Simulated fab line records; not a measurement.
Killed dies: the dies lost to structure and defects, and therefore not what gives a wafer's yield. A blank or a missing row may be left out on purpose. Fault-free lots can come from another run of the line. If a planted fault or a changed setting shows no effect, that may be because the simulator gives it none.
A lot that was struck, set against a sound lot    flow gf180mcu    21 steps out of a route of 602
Sound: the wafers L542.1, L542.2, L542.4. Struck: wafers L552.2, L552.4, L552.5. The cause comes at the end.
Per side, at each step with rows, come the tool, then ch with its chambers, and then its first start. Under that, the readings that differ: sound wafers    struck wafers    difference of the means    sigmas: that difference in standard deviations of wafers without a fault.
alike: readings whose means differ by less than 2 such deviations, and words and numbers that are the same on both sides. not compared: withheld readings, readings that some wafer has no value for, bounds like >300 that may hide the same value, and numbers for which the record gives no deviation and whose values overlap.
The two part at a step that has a row with sigmas, a row that says differs or no value, or rows on one side only. Non-overlapping numbers with no deviation appear without sigmas and do not part them. A reading that every wafer of one side lacks parts them only if that side has two wafers or more.

first, 1 step without rows for these wafers: GF_NSD_IMPLANT_10.
GF_NSD_STRIP_11: strips in O2/N2.
  sound on plasma_asher-01 ch 0,1, day 13 10:13; struck on plasma_asher-01 ch 0,1, day 16 19:41
reading                       sound              struck             difference  sigmas
strip_time_to_endpoint_s (s)  23.06 23.03 23.08  23.14 23.13 23.10  +0.07       +2
  alike: drypump_motor_current_A, heater_power_w, oes_product_au, platen_temp_c
  not compared: rf_hours_counter_h
GF_NSD_TW_MEAS_12:
  sound on film_metro-03, day 13 10:19; struck on film_metro-02, day 16 19:47
reading  sound           struck          difference  sigmas
NSD_TW   4303 4303 4313  4203 4214 4214  -96         -2
then, 7 steps without rows for these wafers: GF_PSD_DEHYDRATE_00 (time 60 s); GF_PSD_HMDS_01 (prime time 60 s); GF_PSD_COAT_02 (resist thk 1000 nm); GF_PSD_SOFTBAKE_03 (time 60 s); GF_PSD_EXPOSE_04 (exposes mask Pplus, target cd 400 nm); GF_PSD_PEB_05; GF_PSD_DEVELOP_06 (develop time 60 s).
GF_PSD_CD_MEAS_07: the cd target is 400 nm.
  sound on cd_sem-01, day 14 06:23; struck on cd_sem-02, day 17 17:34
  alike: cd_nm
GF_PSD_OVL_MEAS_08:
  sound on overlay-01, day 14 06:31; struck on overlay-01, day 17 17:40
  alike: PSD_OVL
GF_PSD_IMPLANT_09:
  sound on implanter-03 ch 0, day 14 06:33; struck on implanter-04 ch 0, day 17 17:43
reading                    sound              struck             difference  sigmas
implant_ion_amu            49 49 49           11 11 11           -38         
model.implant.rp_nm (nm)   31.05 31.05 31.05  134.4 134.4 134.4  +103.4      
model.implant.drp_nm (nm)  15.87 15.87 15.87  51.31 51.31 51.31  +35.44      
  alike: dose_ions_cm2, faraday_current_uA, tilt_deg
GF_PSD_STRIP_10: strips in O2/N2.
  sound on plasma_asher-01 ch 0,1, day 14 06:42; struck on plasma_asher-02 ch 0, day 17 17:51
reading                       sound              struck             difference  sigmas
oes_product_au (a.u.)         0.598 0.587 0.601  0.629 0.631 0.638  +0.037      +8
strip_time_to_endpoint_s (s)  16.56 16.57 16.56  14.84 14.82 14.79  -1.75       -47
  alike: drypump_motor_current_A, heater_power_w, platen_temp_c
  not compared: rf_hours_counter_h
GF_PSD_TW_MEAS_11:
  sound on film_metro-02, day 14 06:48; struck on film_metro-02, day 17 17:58
reading  sound           struck          difference  sigmas
PSD_TW   3139 3140 3140  2112 2126 2124  -1019       -34
then, 1 step without rows for these wafers: GF_PSD_CLEAN_12 (cleans in SC1/SC2, time 150 s).
GF_PSD_RTA_13: time 20 s.
  sound on rtp_anneal-01 ch 0, day 14 06:55; struck on rtp_anneal-01 ch 0, day 17 18:04
  alike: lamp_power_pct, wafer_temp_C_max
GF_PSD_RS_MEAS_14: measurement is done with a four-point probe.
  sound on film_metro-03, day 14 06:59; struck on film_metro-01, day 17 18:10
  alike: NSD_RS
GF_PSD_RS_MEAS_15: measurement is done with a four-point probe.
  sound on film_metro-03, day 14 07:07; struck on film_metro-01, day 17 18:17
reading          sound                 struck             difference  sigmas
PSD_RS (ohm/sq)  108.41 107.70 107.95  79.12 79.37 79.43  -28.71      -99 or more
GF_SAB_CVD_00: deposits SiO2 from TEOS, target thk 50 nm, time 4.9302 s.
  sound on pecvd-02 ch 1,2, day 14 07:14; struck on pecvd-02 ch 0,1,2, day 17 18:23
  alike: heater_power_w
-- the record jumps here: 14 days lie between the struck wafers' starts before and after (it left off in module SAB and takes up again in module PASSIVATION, whose first step shown is number 602 of the route) --
GF_PASSIVATION_PROBE_99:
  record: rows for the struck wafers here (prober-01, day 31 23:16), none for the sound ones

WHERE THEY PART
Last at GF_PASSIVATION_PROBE_99 as far as this record goes, first at GF_NSD_STRIP_11.

WHY: the cause the simulator had injected
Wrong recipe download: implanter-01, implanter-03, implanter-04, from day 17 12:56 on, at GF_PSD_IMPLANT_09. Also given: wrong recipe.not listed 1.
